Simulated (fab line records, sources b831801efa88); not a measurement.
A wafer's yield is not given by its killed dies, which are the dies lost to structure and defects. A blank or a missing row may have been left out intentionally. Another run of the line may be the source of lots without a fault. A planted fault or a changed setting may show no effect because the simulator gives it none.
The tool behind it: which one?    flow gf180mcu    12 lots, 36 wafers sampled, at 3 steps of a route of 602

== WHAT EACH GAUGE READ, for each wafer ==
GF_V4_THK_MEAS_25: measures by xrf. Usual: V4_W_THK typically reads 352 nm, with standard deviation 6.1.
lot   measured      on            V4_W_THK (nm)  flag
L572  day 24 12:35  filmMetro-04  357 354 357    
L573  day 25 01:43  filmMetro-01  348 345 348    
L574  day 25 03:47  filmMetro-01  356 352 352    
L576  day 25 18:59  filmMetro-03  357 354 358    
L583  day 28 04:14  filmMetro-01  346 344 345    
L584  day 28 12:02  filmMetro-04  357 351 356    
L585  day 28 16:58  filmMetro-04  363 349 354    
L590  day 30 05:10  filmMetro-04  359 362 357    
L592  day 30 12:39  filmMetro-03  353 345 350    
L593  day 30 22:26  filmMetro-04  356 357 361    
L594  day 31 04:15  filmMetro-04  357 361 356    
L595  day 31 10:44  filmMetro-03  347 353 345    

== TOOL THAT RAN EACH LOT (tool first, then ch and the chambers of the sampled wafers, then the start) ==
lot   GF_V4_ETCH_16                      GF_V4_STRIP_18
L572  rieDiel-02 ch 0,2,3, day 24 11:32  plasmaAsher-04 ch 0,1, day 24 11:40
L573  rieDiel-02 ch 0,2, day 25 00:41    plasmaAsher-02 ch 0,1, day 25 00:49
L574  rieDiel-01 ch 0,2, day 25 02:44    plasmaAsher-02 ch 0, day 25 02:52
L576  rieDiel-01 ch 2,3, day 25 17:56    plasmaAsher-02 ch 0,1, day 25 18:05
L583  rieDiel-03 ch 1,2,3, day 28 03:14  plasmaAsher-04 ch 0,1, day 28 03:21
L584  rieDiel-02 ch 0,1,3, day 28 11:02  plasmaAsher-01 ch 0, day 28 11:09
L585  rieDiel-02 ch 1,2,3, day 28 15:59  plasmaAsher-04 ch 0,1, day 28 16:06
L590  rieDiel-02 ch 0,2, day 30 04:08    plasmaAsher-02 ch 0,1, day 30 04:16
L592  rieDiel-01 ch 0,1,2, day 30 11:38  plasmaAsher-01 ch 0,1, day 30 11:45
L593  rieDiel-03 ch 0,2, day 30 21:26    plasmaAsher-02 ch 1, day 30 21:34
L594  rieDiel-03 ch 0,1,2, day 31 02:55  plasmaAsher-01 ch 0,1, day 31 03:02
L595  rieDiel-03 ch 0,1,2, day 31 09:41  plasmaAsher-01 ch 0,1, day 31 09:50
- GF_V4_ETCH_16: etches BARC in N2/H2.
- GF_V4_STRIP_18: strips in O2/N2.

== AS READ BY THE TOOLS THEMSELVES (means over the sampled wafers that have a number; for cases with no such wafer, the mark the record gives instead) ==
GF_V4_ETCH_16. Usual: drypumpMotorCurrentA 5.7 A, standard deviation 0.46; oesProductAu 0.855 a.u., standard deviation 0.0049; rfFwdPowerW 495.0 W, standard deviation 2.7; throttleValvePct 13.222 %, standard deviation 0.0091.
lot   tool        drypumpMotorCurrentA (A)  oesProductAu (a.u.)  rfFwdPowerW (W)  throttleValvePct (%)  flag
L572  rieDiel-02  5.7                       0.851                494.7            13.216                
L573  rieDiel-02  5.5                       0.857                497.3            13.227                
L574  rieDiel-01  5.8                       0.853                496.9            13.223                
L576  rieDiel-01  5.8                       0.854                494.9            13.217                
L583  rieDiel-03  5.6                       0.856                495.9            13.215                
L584  rieDiel-02  6.0                       0.851                497.1            13.224                
L585  rieDiel-02  5.5                       0.855                495.2            13.224                
L590  rieDiel-02  6.0                       0.855                497.2            13.218                
L592  rieDiel-01  5.8                       0.856                495.9            13.214                
L593  rieDiel-03  5.9                       0.860                495.6            13.223                
L594  rieDiel-03  5.7                       0.857                495.8            13.223                
L595  rieDiel-03  5.7                       0.854                493.8            13.222                

GF_V4_STRIP_18. Usual: drypumpMotorCurrentA 5.3 A, standard deviation 0.72; heaterPowerW 293 W, standard deviation 25; oesProductAu 0.591 a.u., standard deviation 0.0053.
lot   tool            drypumpMotorCurrentA (A)  heaterPowerW (W)  oesProductAu (a.u.)  flag
L572  plasmaAsher-04  4.8                       297               0.592                
L573  plasmaAsher-02  6.0                       276               0.590                
L574  plasmaAsher-02  4.8                       304               0.590                
L576  plasmaAsher-02  6.0                       279               0.596                
L583  plasmaAsher-04  4.8                       297               0.591                
L584  plasmaAsher-01  6.3                       317               0.591                
L585  plasmaAsher-04  5.0                       277               0.586                
L590  plasmaAsher-02  5.9                       283               0.589                
L592  plasmaAsher-01  5.9                       313               0.587                
L593  plasmaAsher-02  6.6                       265               0.593                
L594  plasmaAsher-01  5.4                       301               0.594                
L595  plasmaAsher-01  5.4                       301               0.587                

== THE ANSWER, worked out from the rows above alone ==
Rule: a lot is off if the mean of its wafers that have a number lies more than 3 standard deviations from the usual mean. A lot without any number at a reading at which 4 lots or more have one is off too. Any other lot the step has rows for is counted as sound. After the gauges, taken in route order, come the tools' own readings; for these a lot's mean is taken, as printed above. At the first step where some lot is off, the reading lying furthest off is the one used; lots without a number count as furthest.
No lot is off on any of the readings shown, so nothing can be concluded from this.

== WHAT HAD BEEN PUT IN BY THE SIMULATOR ==
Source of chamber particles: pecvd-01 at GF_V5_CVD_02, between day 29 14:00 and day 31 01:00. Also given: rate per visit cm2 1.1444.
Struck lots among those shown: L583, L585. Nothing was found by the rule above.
